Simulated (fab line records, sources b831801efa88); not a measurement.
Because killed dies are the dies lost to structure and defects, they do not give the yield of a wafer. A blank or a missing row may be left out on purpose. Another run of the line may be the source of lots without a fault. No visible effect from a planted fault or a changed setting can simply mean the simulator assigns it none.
fab line records -- flow sfqLine
record: lots: 15, wafers: 44, lastDay: 94
route steps=325 shown L0V@16
lots with no fault: from the same line, run without faults
startH: start of the lot's first displayed wafer, in hours after the record's first day -- waitH: how many hours have passed since the lot's step before this one -- " same as the row above -- L1.1+2: several wafers, shown together as one row -- - either no value or no given start -- * or withheld: withheld -- < > ~ a bound
route shown NAME@n: NAME is a module with steps in the file, n the number in the route of the first one -- usual: mean/standard deviation taken from wafers without a fault -- same: alike in all rows -- chamber/n: place in a boat -- sites: each site's reading -- _std_site: the standard deviation of these -- _edge_site: inner sites' mean taken away from outer sites' mean -- radiusMm: how far each site lies from the wafer's centre -- mask NAME#n: copy n -- behind: the last tool/chamber to shape the wafer -- hold: reason for holding the lot/hours on hold/outcome of the hold -- device: which transistor (n, p or np) failed to switch -- end of line: tests run on the same wafers once the route is complete -- step lacking rows: just its recipe -- killed: dies that structure and defects cost at the first sort, which is not the same as the wafer's yield -- map: a wafer's dies, marking killed ones x, the rest . and places with no die _
set.NAME: the setting as run; set.NAME@STEP: as run at that earlier step -- model.NAME: the simulator's own value behind a step, which no gauge read
route steps across a sampled set of lots; one table per step, one row per wafer
services: a tool's chamber out of use, with start hour (startH, from the record's first day; less than 0 if before it), hours out, and reason
== steps ==
step: SFQ_TRILAYER_L0_CAP_PECVD_011
recipe: material: SiO2, tempC: 150, timeS: 13.333, pressureTorr: 2.4, rfW: 183.3, precursor: SiH4/N2O, targetThkNm: 60
usual: heaterPowerOuterW: 36/9, heaterPowerW: 91/11, throttleValvePct: 25.1/0.95
lot.wafer,tool,chamber,startH,waitH,heaterPowerOuterW,heaterPowerW,throttleValvePct
L248.1,pecvd-02,2,76.61,0.0,43,101,26.5
L248.4,pecvd-02,2,76.61,0.0,41,102,26.7
L248.5,pecvd-02,1,76.61,0.0,45,100,25.8
L249.1,pecvd-03,0,81.41,0.0,39,95,25.5
L249.4,pecvd-03,2,81.41,0.0,20,72,24.2
L249.6,pecvd-03,0,81.41,0.0,38,94,25.4
L250.1,pecvd-04,1,91.86,0.0,29,87,24.8
L250.4,pecvd-04,2,91.86,0.0,31,88,24.4
L250.6,pecvd-04,1,91.86,0.0,30,85,24.9
L251.1,pecvd-04,0,99.77,0.0,39,97,24.2
L251.3,pecvd-04,1,99.77,0.0,25,78,24.8
L251.5,pecvd-04,1,99.77,0.0,24,75,24.8
L252.1,pecvd-02,0,106.97,0.0,27,81,25.9
L252.3,pecvd-02,2,106.97,0.0,51,114,26.4
L252.6,pecvd-02,1,106.97,0.0,48,103,25.6
L253.4,pecvd-03,2,111.78,0.0,24,77,24.6
L253.5,pecvd-03,1,111.78,0.0,38,91,23.5
L253.6,pecvd-03,0,111.78,0.0,46,101,25.3
L254.1,pecvd-03,1,117.06,0.0,31,81,23.8
L254.3,pecvd-03,2,117.06,0.0,25,78,24.3
L254.5,pecvd-03,0,117.06,0.0,43,98,25.7
L255.3,pecvd-02,2,121.86,0.0,51,113,26.8
L255.4,pecvd-02,0,121.86,0.0,30,85,26.1
L255.6,pecvd-02,1,121.86,0.0,48,103,25.8
L256.2,pecvd-03,2,127.86,0.0,27,83,24.8
L256.5,pecvd-03,1,127.86,0.0,30,80,23.4
L256.6,pecvd-03,2,127.86,0.0,28,82,24.6
L260.1,pecvd-03,1,154.26,0.0,31,81,23.5
L260.4,pecvd-03,0,154.26,0.0,43,99,25.5
L260.5,pecvd-03,2,154.26,0.0,23,77,24.7
L262.1,pecvd-03,0,163.86,0.0,45,100,25.7
L262.6,pecvd-03,1,163.86,0.0,30,81,24.0
L265.1,pecvd-02,2,184.26,0.0,42,102,26.5
L265.4,pecvd-02,1,184.26,0.0,43,97,25.6
L265.5,pecvd-02,2,184.26,0.0,43,103,26.5
L266.2,pecvd-04,0,191.46,0.0,40,97,24.0
L266.4,pecvd-04,0,191.46,0.0,40,99,23.9
L266.6,pecvd-04,1,191.46,0.0,25,77,24.6
L268.3,pecvd-04,1,209.95,0.0,22,76,25.0
L268.5,pecvd-04,1,209.95,0.0,22,75,24.9
L268.6,pecvd-04,0,209.95,0.0,36,92,24.0
L270.1,pecvd-02,1,223.15,0.0,49,107,25.4
L270.2,pecvd-02,2,223.15,0.0,45,112,26.5
L270.3,pecvd-02,0,223.15,0.0,30,83,26.1
step: SFQ_TRILAYER_L0_VIA_ETCH_VIA_ETCH_016
recipe: target: SiO2, stopOn: MoNx_KI, maskMaterial: PR, chemistry: CHF3, targetDepthNm: 80, sourceW: 500, biasW: 80, pressureMtorr: 30, timeS: withheld
usual: drypumpMotorCurrentA: 5.4/0.44, oesProductAu: 0.843/0.008
lot.wafer,tool,chamber,startH,waitH,drypumpMotorCurrentA,oesProductAu
L248.1,rieDiel-02,2,155.86,0.0,5.0,0.842
L248.4,rieDiel-02,3,155.86,0.0,4.9,0.840
L248.5,rieDiel-02,3,155.86,0.0,4.9,0.833
L249.1,rieDiel-04,2,159.46,0.0,5.0,0.846
L249.4,rieDiel-04,3,159.46,0.0,5.4,0.842
L249.6,rieDiel-04,1,159.46,0.0,5.9,0.837
L250.1,rieDiel-01,3,176.26,0.0,5.6,0.843
L250.4,rieDiel-01,1,176.26,0.0,5.4,0.839
L250.6,rieDiel-01,1,176.26,0.0,5.3,0.853
L251.1,rieDiel-01,2,187.06,0.0,6.3,0.841
L251.3,rieDiel-01,3,187.06,0.0,5.6,0.831
L251.5,rieDiel-01,0,187.06,0.0,5.6,0.846
L252.1,rieDiel-01,1,198.23,0.0,5.3,0.832
L252.3,rieDiel-01,0,198.23,0.0,5.6,0.845
L252.6,rieDiel-01,1,198.23,0.0,5.3,0.835
L253.4,rieDiel-04,0,206.75,0.0,5.0,0.844
L253.5,rieDiel-04,1,206.75,0.0,5.9,0.855
L253.6,rieDiel-04,3,206.75,0.0,5.5,0.843
L254.1,rieDiel-04,0,215.13,0.0,5.0,0.851
L254.3,rieDiel-04,3,215.13,0.0,5.5,0.824
L254.5,rieDiel-04,2,215.13,0.0,4.9,0.834
L255.3,rieDiel-01,3,221.13,0.0,5.6,0.850
L255.4,rieDiel-01,2,221.13,0.0,6.3,0.838
L255.6,rieDiel-01,1,221.13,0.0,5.3,0.830
L256.2,rieDiel-02,1,229.53,0.0,4.9,0.840
L256.5,rieDiel-02,1,229.53,0.0,4.8,0.844
L256.6,rieDiel-02,2,229.53,0.0,5.0,0.870
L260.1,rieDiel-04,2,257.13,0.0,4.9,0.838
L260.4,rieDiel-04,1,257.13,0.0,5.9,0.868
L260.5,rieDiel-04,2,257.13,0.0,4.9,0.847
L262.1,rieDiel-04,3,267.93,0.0,5.5,0.829
L262.6,rieDiel-04,1,267.93,0.0,5.9,0.878
L265.1,rieDiel-01,3,282.33,0.0,5.6,0.840
L265.4,rieDiel-01,2,282.33,0.0,6.3,0.840
L265.5,rieDiel-01,0,282.33,0.0,5.6,0.848
L266.2,rieDiel-04,2,288.33,0.0,4.9,0.849
L266.4,rieDiel-04,3,288.33,0.0,5.4,0.848
L266.6,rieDiel-04,3,288.33,0.0,5.5,0.855
L268.3,rieDiel-04,2,318.46,0.0,4.9,0.838
L268.5,rieDiel-04,2,318.46,0.0,4.9,0.854
L268.6,rieDiel-04,1,318.46,0.0,5.9,0.845
L270.1,rieDiel-01,3,335.26,0.0,5.6,0.837
L270.2,rieDiel-01,2,335.26,0.0,6.3,0.847
L270.3,rieDiel-01,0,335.26,0.0,5.6,0.838
== services ==
tool,chamber,startH,hours,kind
pecvd-04,0,66.16,5.4,repair
pecvd-02,-,117.03,0.5,repair
pecvd-02,-,124.04,6.0,pm
pecvd-04,-,132.23,3.6,repair
pecvd-03,-,138.21,6.0,pm
rieDiel-04,-,154.59,2.8,pm
pecvd-04,-,158.06,2.9,repair
rieDiel-02,3,171.71,8.9,repair
pecvd-04,2,188.80,5.9,repair
pecvd-03,1,191.10,4.2,repair
rieDiel-01,-,196.48,1.1,repair
rieDiel-04,2,198.74,12.2,repair
rieDiel-01,0,216.44,7.0,repair
pecvd-03,-,228.39,2.8,pm
rieDiel-02,1,237.36,-,clean
rieDiel-01,3,246.73,3.2,repair
rieDiel-04,-,249.33,4.3,pm
pecvd-02,-,254.83,0.8,repair
rieDiel-01,1,270.29,2.8,repair
pecvd-04,-,283.86,3.4,repair
pecvd-02,-,291.87,2.8,pm
rieDiel-04,-,292.58,14.6,pm
pecvd-03,-,321.34,0.3,repair
rieDiel-01,0,327.18,1.9,repair
== key ==
firstSign: step: SFQ_TRILAYER_L0_VIA_ETCH_VIA_ETCH_016, reading: oesProductAu, direction: up, sigmas: 3.6, usual: 0.843, struck: 0.872
effect none on later readings
metAt SFQ_TRILAYER_L0_CAP_PECVD_011
struckLots L256,L260,L262
struckWafers L256.6,L260.4,L262.6
onsetBetween 117.06 127.86
fault: kind: processParameterDrift, tool: pecvd-03, chamber: -, onsetH: 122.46, steps: SFQ_TRILAYER_L0_CAP_PECVD_011, channel: timeS, offset: *, shape: step, endH: 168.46, scope: struckWafersOnly, actsIn: *, stated: *
